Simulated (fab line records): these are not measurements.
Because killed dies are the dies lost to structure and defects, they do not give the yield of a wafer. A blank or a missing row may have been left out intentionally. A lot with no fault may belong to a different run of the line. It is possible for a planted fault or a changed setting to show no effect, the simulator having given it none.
fab line records ; flow gf180mcu
record lots=15; wafers=45; last_day=34
route steps=602 shown M4@462 V4@489
lots that met no fault: from a run of the same line without faults
start_h: the number of hours between the record's first day and the start of the first shown wafer of the lot ; wait_h: how many hours have passed since the lot's step before this one ; " unchanged from the row above ; L1.1+2: several wafers, shown together as one row ; - no value, or no start was given ; * or withheld: withheld ; < > ~ a bound
route shown NAME@n: a module of which the file shows steps, and the number in the route of the first ; usual: mean and standard deviation over wafers with no fault ; same: alike in all rows ; chamber/n: place in a boat ; sites: the reading at each site ; _std_site: standard deviation across them ; _edge_site: inner sites' mean taken away from outer sites' mean ; radius_mm: for every site, how far away it sits from the centre of the wafer ; mask NAME#n: copy n ; behind: the last tool/chamber to shape the wafer ; hold: what put the lot on hold/how long, in hours/how the hold closed ; device: names the non-switching transistor (n, p or np) ; end of line: the same wafers' tests at the end of the route ; a step given without rows: its recipe and nothing more ; killed: dies lost to structure and defects at the first sort, not the wafer's yield ; map: shows each die of a wafer: x if killed, . if not, _ if none is there
set.NAME: setting as actually run; set.NAME@STEP: the setting as run at that earlier step ; model.NAME: the simulator's own value behind a step, which no gauge read
route steps across a sampled set of lots; one table per step, one row per wafer
services: a tool's chamber out of use, with start hour (start_h, from the record's first day; less than 0 if before it), hours out, and reason
## steps
# step GF_M4_THK_MEAS_06
# recipe thk_meas_gauge=xrf; reads=AlCu_of_M4_SPUTTER_02
# usual M4_ALCU_THK=445/6.2
lot.wafer;tool;chamber;start_h;wait_h;M4_ALCU_THK[nm]
L274.2;film_metro-01;-;504.43;0.1;436
L274.3;film_metro-01;-;504.43;0.1;436
L274.5;film_metro-01;-;504.43;0.1;441
L275.1;film_metro-02;-;513.31;0.1;441
L275.4;film_metro-02;-;513.31;0.1;441
L275.6;film_metro-02;-;513.31;0.1;437
L276.2;film_metro-02;-;524.48;0.1;442
L276.3;film_metro-02;-;524.48;0.1;437
L276.6;film_metro-02;-;524.48;0.1;434
L278.1;film_metro-02;-;547.31;0.1;450
L278.5;film_metro-02;-;547.31;0.1;450
L278.6;film_metro-02;-;547.31;0.1;449
L279.3;film_metro-01;-;550.99;0.1;447
L279.4;film_metro-01;-;550.99;0.1;452
L279.6;film_metro-01;-;550.99;0.1;449
L280.1;film_metro-01;-;563.45;0.1;445
L280.3;film_metro-01;-;563.45;0.1;439
L280.5;film_metro-01;-;563.45;0.1;446
L282.2;film_metro-02;-;577.58;0.1;436
L282.3;film_metro-02;-;577.58;0.1;442
L282.4;film_metro-02;-;577.58;0.1;436
L281.2;film_metro-04;-;583.48;0.1;451
L281.5;film_metro-04;-;583.48;0.1;454
L281.6;film_metro-04;-;583.48;0.1;455
L284.1;film_metro-04;-;616.47;0.1;447
L284.2;film_metro-04;-;616.47;0.1;450
L284.4;film_metro-04;-;616.47;0.1;445
L286.2;film_metro-04;-;630.18;0.1;444
L286.5;film_metro-04;-;630.18;0.1;439
L286.6;film_metro-04;-;630.18;0.1;444
L292.1;film_metro-02;-;660.73;0.1;440
L292.3;film_metro-02;-;660.73;0.1;444
L292.6;film_metro-02;-;660.73;0.1;448
L294.1;film_metro-02;-;666.14;0.1;450
L294.2;film_metro-02;-;666.14;0.1;441
L294.5;film_metro-02;-;666.14;0.1;445
L293.1;film_metro-02;-;672.04;0.1;440
L293.3;film_metro-02;-;672.04;0.1;440
L293.4;film_metro-02;-;672.04;0.1;448
L295.1;film_metro-01;-;679.47;0.1;444
L295.4;film_metro-01;-;679.47;0.1;442
L295.6;film_metro-01;-;679.47;0.1;440
L296.2;film_metro-01;-;684.42;0.1;449
L296.4;film_metro-01;-;684.42;0.1;448
L296.6;film_metro-01;-;684.42;0.1;446
# step GF_M4_OVL_MEAS_15
# usual M4_OVL=-1/5.5
lot.wafer;tool;chamber;start_h;wait_h;M4_OVL[nm]
L274.2;overlay-01;-;527.61;0.1;-5
L274.3;overlay-01;-;527.61;0.1;-4
L274.5;overlay-01;-;527.61;0.1;-1
L275.1;overlay-02;-;536.14;0.1;-8
L275.4;overlay-02;-;536.14;0.1;-7
L275.6;overlay-02;-;536.14;0.1;-11
L276.2;overlay-01;-;546.45;0.1;-2
L276.3;overlay-01;-;546.45;0.1;-4
L276.6;overlay-01;-;546.45;0.1;-3
L278.1;overlay-02;-;569.30;0.1;3
L278.5;overlay-02;-;569.30;0.1;-4
L278.6;overlay-02;-;569.30;0.1;-4
L279.3;overlay-01;-;572.86;0.1;10
L279.4;overlay-01;-;572.86;0.1;9
L279.6;overlay-01;-;572.86;0.1;13
L280.1;overlay-02;-;584.80;0.1;-1
L280.3;overlay-02;-;584.80;0.1;8
L280.5;overlay-02;-;584.80;0.1;-1
L282.2;overlay-02;-;599.31;0.1;-5
L282.3;overlay-02;-;599.31;0.1;3
L282.4;overlay-02;-;599.31;0.1;-2
L281.2;overlay-01;-;604.81;0.1;-11
L281.5;overlay-01;-;604.81;0.1;0
L281.6;overlay-01;-;604.81;0.1;-10
L284.1;overlay-02;-;635.68;0.1;1
L284.2;overlay-02;-;635.68;0.1;2
L284.4;overlay-02;-;635.68;0.1;-7
L286.2;overlay-01;-;649.99;0.1;5
L286.5;overlay-01;-;649.99;0.1;-2
L286.6;overlay-01;-;649.99;0.1;6
L292.1;overlay-01;-;679.38;0.1;1
L292.3;overlay-01;-;679.38;0.1;4
L292.6;overlay-01;-;679.38;0.1;2
L294.1;overlay-02;-;685.10;0.1;-3
L294.2;overlay-02;-;685.10;0.1;-3
L294.5;overlay-02;-;685.10;0.1;-1
L293.1;overlay-02;-;690.04;0.1;3
L293.3;overlay-02;-;690.04;0.1;1
L293.4;overlay-02;-;690.04;0.1;8
L295.1;overlay-02;-;698.30;0.1;2
L295.4;overlay-02;-;698.30;0.1;3
L295.6;overlay-02;-;698.30;0.1;3
L296.2;overlay-01;-;702.95;0.1;0
L296.4;overlay-01;-;702.95;0.1;-6
L296.6;overlay-01;-;702.95;0.1;-1
# step GF_M4_METAL_ETCH_16
# recipe chemistry=Cl2/BCl3; mask_material=KrF; target_depth_nm=750.8; stop_on=SiO2; pressure_mtorr=8; icp_w=800; bias_w=140; Cl2_flow_sccm=80; bcl3_flow_sccm=40; time_s=125.1
# usual drypump_motor_current_A=5.8/0.46; he_backside_leak_sccm=3.33/0.19; oes_product_au=0.990/0.0056; throttle_valve_pct=28.231/0.01
lot.wafer;tool;chamber;start_h;wait_h;drypump_motor_current_A;he_backside_leak_sccm;oes_product_au;rf_hours_counter_h;throttle_valve_pct
L274.2;rie_metal-01;0;527.64;0.0;6.3;3.06;0.988;11;28.243
L274.3;rie_metal-01;0;527.64;0.0;6.3;3.07;0.991;-;28.228
L274.5;rie_metal-01;1;527.64;0.0;5.9;3.70;0.991;-;28.228
L275.1;rie_metal-03;0;536.18;0.0;5.0;3.56;0.999;11;28.232
L275.4;rie_metal-03;0;536.18;0.0;5.0;3.41;0.996;-;28.237
L275.6;rie_metal-03;0;536.18;0.0;5.0;3.44;0.984;-;28.227
L276.2;rie_metal-03;1;546.48;0.0;5.7;3.53;0.986;8;28.240
L276.3;rie_metal-03;1;546.48;0.0;5.6;3.40;0.990;-;28.232
L276.6;rie_metal-03;1;546.48;0.0;5.6;3.38;0.982;-;28.220
L278.1;rie_metal-01;1;569.34;0.0;5.9;3.24;0.985;11;28.236
L278.5;rie_metal-01;1;569.34;0.0;5.9;3.50;0.987;-;28.212
L278.6;rie_metal-01;0;569.34;0.0;6.2;3.10;0.984;-;28.234
L279.3;rie_metal-02;1;572.93;0.1;6.1;3.20;0.988;-;28.240
L279.4;rie_metal-02;0;572.93;0.1;5.1;3.29;0.994;-;28.233
L279.6;rie_metal-02;1;572.93;0.1;6.1;3.23;0.985;-;28.229
L280.1;rie_metal-02;0;584.84;0.0;5.1;3.21;0.993;11;28.226
L280.3;rie_metal-02;1;584.84;0.0;6.1;3.21;0.984;-;28.216
L280.5;rie_metal-02;1;584.84;0.0;6.1;3.18;0.985;-;28.228
L282.2;rie_metal-01;0;599.34;0.0;6.3;3.15;0.995;14;28.224
L282.3;rie_metal-01;0;599.34;0.0;6.3;3.23;0.995;-;28.227
L282.4;rie_metal-01;1;599.34;0.0;5.9;3.52;0.996;-;28.217
L281.2;rie_metal-02;1;604.84;0.0;6.1;3.24;0.999;7;28.244
L281.5;rie_metal-02;0;604.84;0.0;5.2;3.30;0.994;-;28.243
L281.6;rie_metal-02;1;604.84;0.0;6.1;3.17;0.986;-;28.225
L284.1;rie_metal-02;1;635.72;0.0;6.1;3.15;0.988;8;28.234
L284.2;rie_metal-02;1;635.72;0.0;6.1;3.20;0.997;-;28.228
L284.4;rie_metal-02;1;635.72;0.0;6.1;3.20;0.980;-;28.238
L286.2;rie_metal-02;1;650.06;0.1;6.1;3.21;0.992;-;28.234
L286.5;rie_metal-02;1;650.06;0.1;6.1;3.11;0.987;-;28.237
L286.6;rie_metal-02;1;650.06;0.1;6.1;3.15;0.988;-;28.232
L292.1;rie_metal-02;1;679.42;0.0;6.1;3.23;0.994;11;28.227
L292.3;rie_metal-02;0;679.42;0.0;5.1;3.40;0.985;-;28.233
L292.6;rie_metal-02;0;679.42;0.0;5.2;3.43;0.986;-;28.236
L294.1;rie_metal-03;0;685.13;0.0;5.0;3.68;0.990;0;28.227
L294.2;rie_metal-03;1;685.13;0.0;5.7;3.38;0.998;14;28.214
L294.5;rie_metal-03;1;685.13;0.0;5.7;3.21;0.998;-;28.228
L293.1;rie_metal-01;1;690.08;0.0;5.9;3.57;0.992;1;28.215
L293.3;rie_metal-01;0;690.08;0.0;6.3;3.25;0.981;-;28.224
L293.4;rie_metal-01;1;690.08;0.0;5.9;3.50;0.985;-;28.232
L295.1;rie_metal-01;0;698.33;0.0;6.3;3.33;0.993;3;28.248
L295.4;rie_metal-01;0;698.33;0.0;6.3;3.25;0.985;-;28.237
L295.6;rie_metal-01;1;698.33;0.0;5.9;3.29;0.989;-;28.234
L296.2;rie_metal-01;0;702.98;0.0;6.3;3.05;0.994;4;28.225
L296.4;rie_metal-01;1;702.98;0.0;5.9;3.54;0.994;-;28.230
L296.6;rie_metal-01;1;702.98;0.0;6.0;3.42;0.997;-;28.201
# step GF_V4_DEVELOP_13
# recipe develop_time_s=60; resist=KrF; dev_temp_c=21
# usual chill_plate_temp_C=22.99/0.11; develop_time_s=60/0; exhaust_pa=45.0/0.85
lot.wafer;tool;chamber;start_h;wait_h;chill_plate_temp_C;develop_time_s;exhaust_pa
L274.2;litho_track-02;0;551.31;0.2;22.93;60;44.9
L274.3;litho_track-02;0;551.31;0.2;22.94;60;45.5
L274.5;litho_track-02;0;551.31;0.2;22.94;60;44.1
L275.1;litho_track-02;0;560.43;0.2;23.04;60;45.6
L275.4;litho_track-02;0;560.43;0.2;23.02;60;45.9
L275.6;litho_track-02;0;560.43;0.2;23.01;60;45.3
L276.2;litho_track-04;0;569.98;0.2;22.90;60;43.6
L276.3;litho_track-04;0;569.98;0.2;22.89;60;44.6
L276.6;litho_track-04;0;569.98;0.2;22.98;60;44.0
L278.1;litho_track-04;0;592.21;0.2;22.97;60;45.9
L278.5;litho_track-04;0;592.21;0.2;23.00;60;46.7
L278.6;litho_track-04;0;592.21;0.2;22.95;60;45.3
L279.3;litho_track-04;0;595.81;0.1;22.87;60;45.0
L279.4;litho_track-04;0;595.81;0.1;22.89;60;44.3
L279.6;litho_track-04;0;595.81;0.1;22.96;60;45.1
L280.1;litho_track-01;-;607.16;0.2;-;-;-
L280.3;litho_track-01;-;607.16;0.2;-;-;-
L280.5;litho_track-01;-;607.16;0.2;-;-;-
L282.2;litho_track-04;-;621.53;0.2;-;-;-
L282.3;litho_track-04;-;621.53;0.2;-;-;-
L282.4;litho_track-04;-;621.53;0.2;-;-;-
L281.2;litho_track-02;-;626.50;0.2;-;-;-
L281.5;litho_track-02;-;626.50;0.2;-;-;-
L281.6;litho_track-02;-;626.50;0.2;-;-;-
L284.1;litho_track-02;0;656.93;0.2;23.09;60;43.7
L284.2;litho_track-02;0;656.93;0.2;22.89;60;45.4
L284.4;litho_track-02;0;656.93;0.2;23.06;60;45.0
L286.2;litho_track-02;0;670.90;0.2;22.86;60;44.7
L286.5;litho_track-02;0;670.90;0.2;22.94;60;44.0
L286.6;litho_track-02;0;670.90;0.2;22.94;60;45.3
L292.1;litho_track-02;0;698.98;0.2;22.97;60;44.9
L292.3;litho_track-02;0;698.98;0.2;23.26;60;45.0
L292.6;litho_track-02;0;698.98;0.2;23.15;60;44.9
L294.1;litho_track-01;0;704.56;0.2;22.67;60;44.0
L294.2;litho_track-01;0;704.56;0.2;22.80;60;44.3
L294.5;litho_track-01;0;704.56;0.2;22.84;60;46.0
L293.1;litho_track-04;0;708.96;0.2;23.09;60;44.7
L293.3;litho_track-04;0;708.96;0.2;23.14;60;43.4
L293.4;litho_track-04;0;708.96;0.2;22.99;60;44.0
L295.1;litho_track-04;0;717.41;0.2;22.94;60;44.6
L295.4;litho_track-04;0;717.41;0.2;22.97;60;44.6
L295.6;litho_track-04;0;717.41;0.2;23.06;60;46.3
L296.2;litho_track-02;0;721.40;0.2;23.08;60;45.6
L296.4;litho_track-02;0;721.40;0.2;23.24;60;45.6
L296.6;litho_track-02;0;721.40;0.2;22.89;60;44.9
## services
tool;chamber;start_h;hours;kind
rie_metal-02;-;550.36;0.3;repair
rie_metal-02;-;554.54;2.8;pm
rie_metal-01;-;563.64;0.7;repair
rie_metal-03;1;578.96;13.2;repair
rie_metal-01;0;601.10;-;clean
rie_metal-01;0;601.10;23.0;scheduled_down
rie_metal-01;0;601.10;23.0;vent_cycle
rie_metal-03;0;611.42;5.8;repair
rie_metal-01;1;626.92;-;clean
rie_metal-01;1;626.92;20.9;scheduled_down
rie_metal-01;1;626.92;20.9;vent_cycle
rie_metal-02;0;629.69;-;clean
rie_metal-02;0;629.69;31.4;scheduled_down
rie_metal-02;0;629.69;31.4;vent_cycle
rie_metal-03;0;650.35;-;clean
rie_metal-03;0;650.35;24.3;scheduled_down
rie_metal-03;0;650.35;24.3;vent_cycle
rie_metal-03;1;716.92;3.5;repair
## key
first_sign step=GF_V4_DEVELOP_13; reading=tool_record; direction=missing
effect none on later readings
met_at GF_V4_DEVELOP_13
struck_lots L280,L281,L282
later_rows_left_out L280.1,L280.3,L280.5,L281.2,L281.5,L281.6,L282.2,L282.3,L282.4
sort_left_out L280.1,L280.3,L280.5,L281.2,L281.5,L281.6,L282.2,L282.3,L282.4
not_acting_at GF_M4_THK_MEAS_06,GF_M4_OVL_MEAS_15,GF_M4_METAL_ETCH_16
onset_between 595.81 607.16
fault kind=skipped_step_whole; tool=litho_track-01,litho_track-02,litho_track-04; chamber=-; onset_h=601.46; steps=GF_V4_DEVELOP_13; scope=struck_lots_only
# sort_left_out: the simulated sort isn't trusted on such a fault, so these wafers' sort isn't shown, and their yield isn't known
# later_rows_left_out: the simulator's readings of these wafers behind a module that went badly wrong aren't trusted and aren't shown, but for the sort
